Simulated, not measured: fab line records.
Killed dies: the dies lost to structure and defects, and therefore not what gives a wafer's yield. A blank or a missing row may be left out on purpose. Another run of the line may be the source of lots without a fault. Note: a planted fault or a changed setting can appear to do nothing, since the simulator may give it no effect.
Which tool is to blame? || flow gf180mcu || 42 wafers from 14 lots sampled at 4 of the route's 602 steps

WHAT EACH GAUGE READ, for each wafer
GF_V5_OVL_MEAS_15.
{"lot": "L979", "measured": "day 27 07:40", "on": "overlay-02", "V5_OVL (nm)": "3 -9 -1"}
{"lot": "L980", "measured": "day 27 13:28", "on": "overlay-01", "V5_OVL (nm)": "6 0 -3"}
{"lot": "L982", "measured": "day 28 05:25", "on": "overlay-01", "V5_OVL (nm)": "-10 -11 -14"}
{"lot": "L984", "measured": "day 28 22:43", "on": "overlay-02", "V5_OVL (nm)": "-2 -10 3"}
{"lot": "L985", "measured": "day 29 01:22", "on": "overlay-01", "V5_OVL (nm)": "1 -6 3"}
{"lot": "L986", "measured": "day 29 13:16", "on": "overlay-01", "V5_OVL (nm)": "0 -5 -12"}
{"lot": "L987", "measured": "day 29 20:49", "on": "overlay-01", "V5_OVL (nm)": "-8 3 0"}
{"lot": "L988", "measured": "day 29 23:19", "on": "overlay-02", "V5_OVL (nm)": "-12 -9 -13"}
{"lot": "L989", "measured": "day 30 05:16", "on": "overlay-02", "V5_OVL (nm)": "-2 -9 -7"}
{"lot": "L990", "measured": "day 30 13:43", "on": "overlay-01", "V5_OVL (nm)": "-17 -12 -14"}
{"lot": "L992", "measured": "day 31 03:34", "on": "overlay-01", "V5_OVL (nm)": "-8 -11 -10"}
{"lot": "L995", "measured": "day 32 02:47", "on": "overlay-01", "V5_OVL (nm)": "-3 -5 -4"}
{"lot": "L996", "measured": "day 32 07:28", "on": "overlay-02", "V5_OVL (nm)": "0 -3 0"}
{"lot": "L997", "measured": "day 32 11:04", "on": "overlay-02", "V5_OVL (nm)": "-1 -6 -3"}

GF_V5_THK_MEAS_25: measures by xrf.
{"lot": "L979", "measured": "day 27 08:46", "on": "film metro-03", "V5_W_THK (nm)": "358 365 366"}
{"lot": "L980", "measured": "day 27 14:32", "on": "film metro-01", "V5_W_THK (nm)": "362 362 358"}
{"lot": "L982", "measured": "day 28 06:33", "on": "film metro-01", "V5_W_THK (nm)": "354 354 357"}
{"lot": "L984", "measured": "day 28 23:47", "on": "film metro-03", "V5_W_THK (nm)": "361 363 364"}
{"lot": "L985", "measured": "day 29 02:27", "on": "film metro-02", "V5_W_THK (nm)": "369 368 367"}
{"lot": "L986", "measured": "day 29 14:26", "on": "film metro-02", "V5_W_THK (nm)": "364 364 368"}
{"lot": "L987", "measured": "day 29 21:53", "on": "film metro-03", "V5_W_THK (nm)": "354 355 351"}
{"lot": "L988", "measured": "day 30 00:25", "on": "film metro-02", "V5_W_THK (nm)": "357 354 359"}
{"lot": "L989", "measured": "day 30 06:22", "on": "film metro-02", "V5_W_THK (nm)": "359 362 366"}
{"lot": "L990", "measured": "day 30 14:46", "on": "film metro-02", "V5_W_THK (nm)": "365 360 361"}
{"lot": "L992", "measured": "day 31 04:38", "on": "film metro-01", "V5_W_THK (nm)": "361 362 362"}
{"lot": "L995", "measured": "day 32 03:53", "on": "film metro-03", "V5_W_THK (nm)": "357 359 358"}
{"lot": "L996", "measured": "day 32 08:31", "on": "film metro-03", "V5_W_THK (nm)": "364 366 363"}
{"lot": "L997", "measured": "day 32 12:12", "on": "film metro-01", "V5_W_THK (nm)": "357 356 360"}

TOOL THAT RAN EACH LOT (tool first, then ch and the chambers of the sampled wafers, then the start)
{"lot": "L979", "GF_M4_SPUTTER_01": "pvd sputter-04, day 22 15:20", "GF_MIM_SPUTTER_04": "pvd sputter-02, day 24 15:12"}
{"lot": "L980", "GF_M4_SPUTTER_01": "pvd sputter-04, day 22 21:32", "GF_MIM_SPUTTER_04": "pvd sputter-02, day 24 21:29"}
{"lot": "L982", "GF_M4_SPUTTER_01": "pvd sputter-02, day 23 14:51", "GF_MIM_SPUTTER_04": "pvd sputter-01, day 25 13:20"}
{"lot": "L984", "GF_M4_SPUTTER_01": "pvd sputter-03, day 24 11:10", "GF_MIM_SPUTTER_04": "pvd sputter-02, day 26 08:50"}
{"lot": "L985", "GF_M4_SPUTTER_01": "pvd sputter-04, day 24 13:25", "GF_MIM_SPUTTER_04": "pvd sputter-01, day 26 11:22"}
{"lot": "L986", "GF_M4_SPUTTER_01": "pvd sputter-03, day 25 03:01", "GF_MIM_SPUTTER_04": "pvd sputter-01, day 27 00:29"}
{"lot": "L987", "GF_M4_SPUTTER_01": "pvd sputter-02, day 25 10:42", "GF_MIM_SPUTTER_04": "pvd sputter-04, day 27 08:18"}
{"lot": "L988", "GF_M4_SPUTTER_01": "pvd sputter-02, day 25 14:58", "GF_MIM_SPUTTER_04": "pvd sputter-04, day 27 11:50"}
{"lot": "L989", "GF_M4_SPUTTER_01": "pvd sputter-02, day 25 21:28", "GF_MIM_SPUTTER_04": "pvd sputter-02, day 27 17:11"}
{"lot": "L990", "GF_M4_SPUTTER_01": "pvd sputter-03, day 26 06:03", "GF_MIM_SPUTTER_04": "pvd sputter-04, day 28 02:39"}
{"lot": "L992", "GF_M4_SPUTTER_01": "pvd sputter-03, day 26 22:34", "GF_MIM_SPUTTER_04": "pvd sputter-04, day 28 18:05"}
{"lot": "L995", "GF_M4_SPUTTER_01": "pvd sputter-02, day 28 01:43", "GF_MIM_SPUTTER_04": "pvd sputter-02, day 29 20:05"}
{"lot": "L996", "GF_M4_SPUTTER_01": "pvd sputter-02, day 28 07:16", "GF_MIM_SPUTTER_04": "pvd sputter-02, day 30 00:53"}
{"lot": "L997", "GF_M4_SPUTTER_01": "pvd sputter-02, day 28 10:26", "GF_MIM_SPUTTER_04": "pvd sputter-04, day 30 04:03"}
- GF_M4_SPUTTER_01: material TiN, target thk 30 nm, time 25 s.
- GF_MIM_SPUTTER_04: material TiN, target thk 50 nm, time 41.7 s.

WHAT THE TOOLS THEMSELVES READ (means of the sampled wafers that have a number; where no wafer has one, the mark that the record gives instead)
GF_M4_SPUTTER_01.
{"lot": "L979", "tool": "pvd sputter-04", "throttle valve pct (%)": 29.3}
{"lot": "L980", "tool": "pvd sputter-04", "throttle valve pct (%)": 30.4}
{"lot": "L982", "tool": "pvd sputter-02", "throttle valve pct (%)": 30.5}
{"lot": "L984", "tool": "pvd sputter-03", "throttle valve pct (%)": 30.0}
{"lot": "L985", "tool": "pvd sputter-04", "throttle valve pct (%)": 30.9}
{"lot": "L986", "tool": "pvd sputter-03", "throttle valve pct (%)": 30.1}
{"lot": "L987", "tool": "pvd sputter-02", "throttle valve pct (%)": 30.6}
{"lot": "L988", "tool": "pvd sputter-02", "throttle valve pct (%)": 30.6}
{"lot": "L989", "tool": "pvd sputter-02", "throttle valve pct (%)": 30.8}
{"lot": "L990", "tool": "pvd sputter-03", "throttle valve pct (%)": 30.0}
{"lot": "L992", "tool": "pvd sputter-03", "throttle valve pct (%)": 30.0}
{"lot": "L995", "tool": "pvd sputter-02", "throttle valve pct (%)": 30.6}
{"lot": "L996", "tool": "pvd sputter-02", "throttle valve pct (%)": 30.7}
{"lot": "L997", "tool": "pvd sputter-02", "throttle valve pct (%)": 30.5}

GF_MIM_SPUTTER_04.
{"lot": "L979", "tool": "pvd sputter-02", "throttle valve pct (%)": 30.1}
{"lot": "L980", "tool": "pvd sputter-02", "throttle valve pct (%)": 30.2}
{"lot": "L982", "tool": "pvd sputter-01", "throttle valve pct (%)": 31.0}
{"lot": "L984", "tool": "pvd sputter-02", "throttle valve pct (%)": 30.7}
{"lot": "L985", "tool": "pvd sputter-01", "throttle valve pct (%)": 31.1}
{"lot": "L986", "tool": "pvd sputter-01", "throttle valve pct (%)": 30.5}
{"lot": "L987", "tool": "pvd sputter-04", "throttle valve pct (%)": 30.4}
{"lot": "L988", "tool": "pvd sputter-04", "throttle valve pct (%)": 29.3}
{"lot": "L989", "tool": "pvd sputter-02", "throttle valve pct (%)": 30.3}
{"lot": "L990", "tool": "pvd sputter-04", "throttle valve pct (%)": 30.4}
{"lot": "L992", "tool": "pvd sputter-04", "throttle valve pct (%)": 29.3}
{"lot": "L995", "tool": "pvd sputter-02", "throttle valve pct (%)": 30.2}
{"lot": "L996", "tool": "pvd sputter-02", "throttle valve pct (%)": 30.3}
{"lot": "L997", "tool": "pvd sputter-04", "throttle valve pct (%)": 30.4}

THE ANSWER, worked out from the rows above alone
Rule: what is usual is taken from the lots themselves. The widest of any qualifying gaps counts: lots, ordered by their means at a reading, are off when they make up no more than a third of the lots, leave a main group of 4 or more, and stand apart from it by 3 or more times the standard deviation of that group's means. A main group is skipped when, at the precision printed for the reading in the tables above, its means are all equal. Also off: a lot with no number at a reading for which 4 or more lots have one. Where the step has rows for the other lots, those lots are counted as sound. First the gauges in route order, then the tools' own readings, where a lot's mean is used as printed above. The first step at which some lot is off is used, and at that step the reading that is off furthest; a lot without a number counts as furthest.
Nothing can be told from this: no lot is off at any reading shown.

WHAT HAD BEEN PUT IN BY THE SIMULATOR
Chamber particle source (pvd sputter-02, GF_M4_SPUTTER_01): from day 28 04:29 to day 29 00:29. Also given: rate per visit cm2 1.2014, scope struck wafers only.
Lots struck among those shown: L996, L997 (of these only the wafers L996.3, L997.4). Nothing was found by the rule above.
